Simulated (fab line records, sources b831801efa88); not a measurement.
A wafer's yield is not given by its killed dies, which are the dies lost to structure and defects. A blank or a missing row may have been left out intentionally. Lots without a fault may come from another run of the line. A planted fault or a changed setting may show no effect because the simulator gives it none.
Struck lot and sound lot, side by side    flow sfq-line    43 steps out of a route of 325
Sound: these wafers, L490.1, L490.5, L490.6. Wafers L489.1, L489.3, L489.6 were the ones struck. The cause comes at the end.
At each step with rows: each side's tool, then ch and its chambers, then its first start. Under that, the readings that differ: sound wafers    struck wafers    difference of the means    sigmas: that difference in standard deviations of wafers without a fault.
alike: same words and numbers on both sides, and readings whose means sit less than 2 such deviations apart. not compared: any withheld reading, any reading some wafer has no value for, any bound like >300 that may hide the same value, and any number with overlapping values for which the record gives no deviation.
The two part at a step that has a row with sigmas, a row that says differs or no value, or rows on one side only. Non-overlapping numbers with no deviation appear without sigmas and do not part them. A reading missing from all wafers of one side parts the sides only when that side holds two or more wafers.

first, 1 step without rows for these wafers: SFQ_TRILAYER_JJ_CE_BARC_OPEN_RIE_150 (chemistry O2, target BARC, target depth 240 nm, time 80 s).
SFQ_TRILAYER_JJ_CE_ETCH_RIE_118: chemistry SF6, target Nb, stops on Al2O3, time 97.7 s, target depth 170 nm.
  sound on rie-metal-03 ch 0,1, day 51 08:01; struck on rie-metal-03 ch 1, day 51 03:13
  alike: drypump-motor-current-A, he-backside-leak-sccm, oes-product-au
  not compared: rf-hours-counter-h
then, 1 step without rows for these wafers: SFQ_TRILAYER_JJ_ANODIZE_ANODIZE_119.
SFQ_TRILAYER_JJ_CE_STRIP_STRIP_120: strips in O2.
  sound on rie-metal-02 ch 0,1, day 51 08:37; struck on rie-metal-03 ch 0,1, day 51 03:49
  alike: drypump-motor-current-A, he-backside-leak-sccm, oes-product-au
  not compared: rf-hours-counter-h
then, 7 steps without rows for these wafers: SFQ_TRILAYER_JJ_CE_STRIP_SOLV_CLEAN_121 (cleans in NMP, time 600 s); SFQ_TRILAYER_M5_LITHO_COAT_128 (resist thk 62 nm); SFQ_TRILAYER_M5_LITHO_COAT_123 (resist thk 600 nm); SFQ_TRILAYER_M5_LITHO_SOFTBAKE_127; SFQ_TRILAYER_M5_LITHO_EXPOSE_124 (exposes mask M5, target cd 700 nm); SFQ_TRILAYER_M5_LITHO_PEB_126 (peb time 60 s); SFQ_TRILAYER_M5_LITHO_DEVELOP_125 (time 60 s).
-- the record jumps here: 5 days lie between the struck wafers' starts before and after --
SFQ_M5_OVL_MEAS_932:
  struck on overlay-02, day 56 09:44; sound on overlay-02, day 56 16:56
  alike: M5_OVL
SFQ_TRILAYER_M5_BARC_OPEN_METAL_ETCH_161: etches BARC in O2, target depth 125 nm, time 41.7 s.
  sound on rie-metal-01 ch 0,1, day 56 16:58; struck on rie-metal-03 ch 0,1, day 56 09:46
  no value came back on the struck wafers for any of 5 readings (bias-w (W), chamber-pressure-mTorr (mTorr) and others); on the sound wafers bias-w (W) reads 79.87 79.67 79.91
reading                                              sound          struck             difference  sigmas
model.KrF_of_TRILAYER_M5_LITHO_COAT_123.thk-nm (nm)  524.9 526 525  575.6 576.4 576.5  +50.9       
  not compared: rf-hours-counter-h
SFQ_TRILAYER_M5_ETCH_METAL_ETCH_126: etches Nb in Cl2/BCl3, stops on SiO2, time 203.2 s, target depth 265 nm.
  sound on rie-metal-01 ch 0,1, day 56 17:02; struck on rie-metal-03 ch 0,1, day 56 09:50
reading                                              sound              struck             difference  sigmas
oes-product-au (a.u.)                                0.730 0.733 0.730  0.380 0.368 0.371  -0.358      -58
model.KrF_of_TRILAYER_M5_LITHO_COAT_123.thk-nm (nm)  377.2 377 376.8    422.5 424.6 424.2  +46.8       
  alike: bias-w, chamber-pressure-mTorr, drypump-motor-current-A, he-backside-leak-sccm
  not compared: rf-hours-counter-h
then, 3 steps without rows for these wafers: SFQ_TRILAYER_M5_STRIP_STRIP_127 (strips in O2); SFQ_TRILAYER_M5_STRIP_SOLV_CLEAN_128 (cleans in NMP, time 600 s); SFQ_TRILAYER_A5B_DEP_PECVD_129 (deposits SiO2 from SiH4/N2O, time 133.33 s, target thk 600 nm).
SFQ_TRILAYER_A5B_CMP_CMP_130: polishes, stops on Nb, target thk 340.7 nm.
  sound on cmp-01 ch 0,1,2, day 56 19:05; struck on cmp-01 ch 0,1, day 56 10:53
  alike: edge-zone-pressure-frac, motor-current-A
then, 4 steps without rows for these wafers: SFQ_TRILAYER_A5B_METRO_MEASURE_131; SFQ_TRILAYER_R5_DEP_SPUTTER_132 (material Ti, target thk 5 nm, time 5 s); SFQ_TRILAYER_R5_DEP_SPUTTER_133 (material MoNx, target thk 40 nm, time 66.7 s); SFQ_TRILAYER_R5_DEP_SPUTTER_134 (material Ti, target thk 5 nm, time 5 s).
SFQ_R5_RS_MEAS_933: a four-point-probe measurement.
  struck on film-metro-01, day 56 15:11; sound on film-metro-02, day 56 22:23
reading              sound           struck          difference  sigmas
R5_MONX_RS (ohm/sq)  7.18 7.15 7.15  6.97 7.00 7.00  -0.17       -2
SFQ_R5_THK_MEAS_934: measures by xrf.
  struck on film-metro-01, day 56 15:18; sound on film-metro-02, day 56 22:30
  alike: R5_MONX_THK
then, 3 steps without rows for these wafers: SFQ_TRILAYER_R5_LITHO_COAT_141 (resist thk 62 nm); SFQ_TRILAYER_R5_LITHO_COAT_136 (resist thk 600 nm); SFQ_TRILAYER_R5_LITHO_SOFTBAKE_140.
-- the record jumps here: 5 days lie between the struck wafers' starts before and after --
SFQ_TRILAYER_R5_LITHO_EXPOSE_137: exposes mask R5, target cd 500 nm.
  struck on krf-scanner-01, day 61 15:08; sound on krf-scanner-01 ch 0, day 61 21:08
  no value came back on the struck wafers for exposure-dose-mJ-cm2, focus-offset-nm (nm), reticle-temp-C (C); on the sound wafers exposure-dose-mJ-cm2 reads 14.409 14.427 14.404
  alike: mask
then, 2 steps without rows for these wafers: SFQ_TRILAYER_R5_LITHO_PEB_139 (peb time 60 s); SFQ_TRILAYER_R5_LITHO_DEVELOP_138 (time 60 s).
SFQ_R5_OVL_MEAS_935:
  struck on overlay-01, day 61 16:38; sound on overlay-01, day 61 22:38
reading      sound  struck  difference                     sigmas
R5_OVL (nm)  7 7 4  - - -   no value on the struck wafers  
SFQ_TRILAYER_R5_BARC_OPEN_METAL_ETCH_177: etches BARC in O2, target depth 125 nm, time 41.7 s.
  sound on rie-metal-01 ch 0,1, day 61 22:40; struck on rie-metal-03 ch 0,1, day 61 16:40
  alike: bias-w, chamber-pressure-mTorr, drypump-motor-current-A, he-backside-leak-sccm, oes-product-au
  not compared: rf-hours-counter-h
SFQ_TRILAYER_R5_ETCH_METAL_ETCH_139: etches the open film in Cl2, stops on SiO2, target depth 60 nm, time 40 s.
  sound on rie-metal-01 ch 0,1, day 61 22:44; struck on rie-metal-03 ch 0,1, day 61 16:44
  alike: bias-w, chamber-pressure-mTorr, drypump-motor-current-A, he-backside-leak-sccm, oes-product-au
  not compared: rf-hours-counter-h
then, 8 steps without rows for these wafers: SFQ_TRILAYER_R5_STRIP_STRIP_140 (strips in O2); SFQ_TRILAYER_R5_STRIP_SOLV_CLEAN_141 (cleans in NMP, time 600 s); SFQ_TRILAYER_A5C_DEP_PECVD_142 (deposits SiO2 from SiH4/N2O, time 15.556 s, target thk 70 nm); SFQ_TRILAYER_I5_LITHO_COAT_149 (resist thk 62 nm); SFQ_TRILAYER_I5_LITHO_COAT_144 (resist thk 650 nm); SFQ_TRILAYER_I5_LITHO_SOFTBAKE_148; SFQ_TRILAYER_I5_LITHO_PEB_147 (peb time 60 s); SFQ_TRILAYER_I5_LITHO_DEVELOP_146 (time 60 s).
SFQ_TRILAYER_I5_ETCH_VIA_ETCH_147: etches the open film in CHF3, stops on Nb, target depth 360 nm.
  sound on rie-diel-04 ch 1,2, day 62 01:55; struck on rie-diel-04 ch 0,1,2, day 61 19:55
reading                sound              struck             difference  sigmas
oes-product-au (a.u.)  0.996 0.973 0.990  0.372 0.373 0.379  -0.612      -99 or more
  alike: bias-w, chamber-pressure-mTorr, drypump-motor-current-A
-- the record jumps here: 13 days lie between the struck wafers' starts before and after --
SFQ_M8_BOW_MEAS_951:
  struck on film-metro-04, day 74 09:37; sound on film-metro-02, day 74 11:02
reading                        sound                struck  difference  sigmas
model.etest.m5.comb-log10-ohm  12 12 12             0 0 0   -12         
model.etest.r5.comb-log10-ohm  12 12 12             0 0 0   -12         
model.etest.jj.g-times         0.9972 1.005 0.9908  0 0 0   -1          
  alike: M8_BOW

## WHERE THEY PART
Earliest at SFQ_TRILAYER_M5_BARC_OPEN_METAL_ETCH_161; latest, in this record, at SFQ_TRILAYER_I5_ETCH_VIA_ETCH_147. Later steps at which nothing parts them and some readings are alike: SFQ_M8_BOW_MEAS_951.

WHY: whatever the simulator had introduced
Beginning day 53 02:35, the whole step at SFQ_TRILAYER_M5_BARC_OPEN_METAL_ETCH_161 was skipped on rie-metal-03. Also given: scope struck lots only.
